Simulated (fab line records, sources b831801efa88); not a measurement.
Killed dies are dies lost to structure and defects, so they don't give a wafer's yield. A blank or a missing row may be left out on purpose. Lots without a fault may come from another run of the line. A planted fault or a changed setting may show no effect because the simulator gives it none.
A struck lot beside a sound one | flow sky130 | 16 steps out of a route of 708
Sound: wafers L934.1, L934.2, L934.4. Struck: wafers L936.1, L936.2, L936.3. The cause comes at the end.
At each step with rows: each side's tool, then ch and its chambers, then its first start. Under that, the readings that differ: sound wafers | struck wafers | difference of the means | sigmas: that difference in standard deviations of wafers without a fault.
alike: readings whose means differ by less than 2 such deviations, and words and numbers that are the same on both sides. not compared: withheld readings, readings that some wafer has no value for, bounds like >300 that may hide the same value, and numbers for which the record gives no deviation and whose values overlap.
The two part at a step that has a row with sigmas, a row that says differs or no value, or rows on one side only. Numbers that don't overlap but have no deviation are shown without sigmas and don't part them. A reading that every wafer of one side lacks parts them only if that side has two wafers or more.

SKY_VIA2_CMP_02: polishes SiO2.
  sound on cmp-02 ch 0,2,3, day 37 19:10; struck on cmp-01 ch 0,1,2, day 38 07:50
  alike: motor_current_A, slurry_flow_ml_min
SKY_VIA2_BOW_MEAS_03:
  sound on film_metro-03, day 37 19:28; struck on film_metro-02, day 38 08:08
  alike: VIA2_BOW
then, 8 steps without rows for these wafers: SKY_VIA2_DEHYDRATE_04 (time 60 s); SKY_VIA2_HMDS_05 (prime time 60 s); SKY_VIA2_COAT_06 (resist thk 60 nm); SKY_VIA2_COAT_07 (resist thk 450 nm); SKY_VIA2_SOFTBAKE_08 (time 90 s); SKY_VIA2_EXPOSE_09 (exposes mask VIM2, target cd 200 nm); SKY_VIA2_PEB_10; SKY_VIA2_DEVELOP_11 (develop time 60 s).
SKY_VIA2_CD_MEAS_12: target cd 200 nm.
  sound on cd_sem-02, day 38 20:52; struck on cd_sem-02, day 39 08:58
  alike: cd_nm
SKY_VIA2_OVL_MEAS_13:
  sound on overlay-02, day 38 20:59; struck on overlay-02, day 39 09:05
  alike: VIA2_OVL
SKY_VIA2_ETCH_14: etches BARC in N2/H2, stops on SiO2, time 45.9 s, target depth 60 nm.
  sound on rie_diel-01 ch 0,1,3, day 38 21:02; struck on rie_diel-01 ch 0,1,2, day 39 09:07
  reading                                     | sound                | struck               | difference | sigmas
  oes_product_au (a.u.)                       | 0.857 0.856 0.857    | 1.004 0.993 1.011    | +0.146     | +32
  run_length_s (s)                            | 73.8 75.1 74.1       | 57.0 57.8 56.6       | -17.2      | -31
  throttle_valve_pct (%)                      | 13.223 13.223 13.233 | 13.250 13.243 13.261 | +0.025     | +2
  model.KrF-thick_of_VIA2_COAT_07.thk_nm (nm) | 395.1 394 394.3      | 409.8 409.4 409.1    | +15.0      |
  model.etch.depth_nm (nm)                    | 59.98 59.98 60.06    | 49.1 48.71 49.31     | -11.0      |
  alike: drypump_motor_current_A, h2_flow_sccm
  not compared: rf_hours_counter_h, model.VIA2.cd_nm
SKY_VIA2_ETCH_15: etches SiO2 in C4F8/O2/Ar, stops on TiN, target depth 546 nm, time 84 s.
  sound on rie_diel-01 ch 0,1,3, day 38 21:04; struck on rie_diel-01 ch 0,1,2, day 39 09:10
  reading                                     | sound             | struck            | difference | sigmas
  oes_product_au (a.u.)                       | 0.936 0.935 0.944 | 0.443 0.438 0.460 | -0.491     | -98
  model.KrF-thick_of_VIA2_COAT_07.thk_nm (nm) | 284.5 283.6 286   | 300.9 301.9 299.2 | +16.0      |
  alike: run_length_s
  not compared: rf_hours_counter_h
SKY_VIA2_STRIP_16: strips in O2/N2.
  sound on plasma_asher-01 ch 0,1, day 38 21:08; struck on plasma_asher-02 ch 0,1, day 39 09:14
  reading                      | sound             | struck            | difference | sigmas
  oes_product_au (a.u.)        | 0.401 0.398 0.400 | 0.409 0.415 0.421 | +0.015     | +3
  strip_time_to_endpoint_s (s) | 4.056 4.045 4.071 | 4.234 4.240 4.224 | +0.175     | +7
  alike: drypump_motor_current_A
  not compared: rf_hours_counter_h
then, 1 step without rows for these wafers: SKY_VIA2_STRIP_17 (strips in post etch residue remover, time 1200 s).

WHERE THEY PART
First at SKY_VIA2_ETCH_14; last, within this record, at SKY_VIA2_STRIP_16.

WHY: what the simulator had put in
Process parameter drift: rie_diel-01, from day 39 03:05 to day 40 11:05, at SKY_VIA2_ETCH_14. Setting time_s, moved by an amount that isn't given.
